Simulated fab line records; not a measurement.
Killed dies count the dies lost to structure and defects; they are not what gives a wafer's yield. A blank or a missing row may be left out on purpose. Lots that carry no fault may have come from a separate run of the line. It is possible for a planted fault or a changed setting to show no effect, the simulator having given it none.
Tool commonality check ; flow gf180mcu ; 11 lots and 33 wafers in the sample

== REASON FOR OPENING ==
At GF_STI_THK_MEAS_04 the reading STI_CVD_03_THK is flagged on 1 of 11 lots. Fault-free wafers read 206.7 nm, with a standard deviation of 2.1.
Rule: a lot gets a flag if all its wafers with a number sit over 4 standard deviations from that mean, or if no wafer of it has a number. The other lots count as sound.

lot;measured;on;STI_CVD_03_THK (nm), wafer by wafer;flag
L766;day 2 08:13;filmMetro-03;205.6 205.7 204.9;
L767;day 2 12:45;filmMetro-03;207.0 207.0 205.8;
L768;day 2 17:07;filmMetro-04;205.1 206.0 203.8;
L769;day 2 21:02;filmMetro-04;204.6 203.9 203.6;
L772;day 3 16:06;filmMetro-02;230.4 230.6 231.7;FLAGGED
L774;day 3 21:17;filmMetro-03;206.6 205.5 205.9;
L775;day 4 03:01;filmMetro-03;206.8 204.6 207.0;
L779;day 4 21:34;filmMetro-03;207.1 208.2 209.2;
L780;day 5 03:49;filmMetro-02;203.5 204.7 205.1;
L781;day 5 07:34;filmMetro-02;209.8 209.2 209.0;
L784;day 6 01:06;filmMetro-04;206.2 207.2 205.5;
The mean of the flagged lots' numbers is 230.9 nm, +24.2 nm from the usual (+12 standard deviations).

== EACH LOT AND THE TOOL IT RAN ON ==
The record keeps 1 process step preceding the reading, out of 602 steps on the route. In each cell: the tool, then ch and the chambers that the sampled wafers went through, then the start.
lot;flag;GF_STI_CVD_03
L766;;lpcvd-01 ch 1, day 2 05:14
L767;;lpcvd-02 ch 1, day 2 10:46
L768;;lpcvd-02 ch 1, day 2 15:08
L769;;lpcvd-01 ch 1, day 2 19:03
L772;FLAGGED;lpcvd-02 ch 1, day 3 13:06
L774;;lpcvd-01 ch 0, day 3 19:19
L775;;lpcvd-01 ch 0, day 4 01:02
L779;;lpcvd-01 ch 1, day 4 19:34
L780;;lpcvd-01 ch 1, day 5 01:49
L781;;lpcvd-01 ch 0, day 5 05:34
L784;;lpcvd-01 ch 1, day 5 22:07
What these steps do:
- GF_STI_CVD_03: deposits Si3N4 from DCS/NH3, target thk 207.16 nm, time 3551 s.
- GF_STI_THK_MEAS_04

== FLAGGED AGAINST TOTAL, ONE TOOL AT A TIME (gauges that did the reading follow at the end) ==
step;tool;lots run;flagged;share of the flagged lots;sound lots run after its first flagged lot
GF_STI_CVD_03;lpcvd-01;8;0;none;-
GF_STI_CVD_03;lpcvd-02;3;1;all;0
GF_STI_THK_MEAS_04;filmMetro-02;3;1;all;2 (L780,L781)
GF_STI_THK_MEAS_04;filmMetro-03;5;0;none;-
GF_STI_THK_MEAS_04;filmMetro-04;3;0;none;-

== WHAT THE TABLE ALLOWS ==
2 rows of the table ran every flagged lot: lpcvd-02 at GF_STI_CVD_03, filmMetro-02 at GF_STI_THK_MEAS_04.
- lpcvd-02 at GF_STI_CVD_03 ran 3 lots, 1 of them flagged. Its last sound lot is L768 (day 2 15:08), its first flagged lot L772 (day 3 13:06): a fault that began between those two fits. Its own readings lie more than 4 standard deviations out on every wafer of the flagged lots: spikeTcCentreC, spikeTcTopC, susceptorTempC.
- filmMetro-02 at GF_STI_THK_MEAS_04 ran 3 lots, 1 of them flagged. Sound lots ran on it after the first flagged one (L780, L781), which a lasting fault on the whole tool wouldn't allow.
Just one tool remains: lpcvd-02 at GF_STI_CVD_03.

== WHAT THE SIMULATOR HAD INSERTED ==
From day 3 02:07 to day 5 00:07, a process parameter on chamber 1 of lpcvd-02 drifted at GF_STI_CVD_03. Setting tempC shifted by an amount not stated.
Struck lots among those shown: L772. Same finding as the rule above.
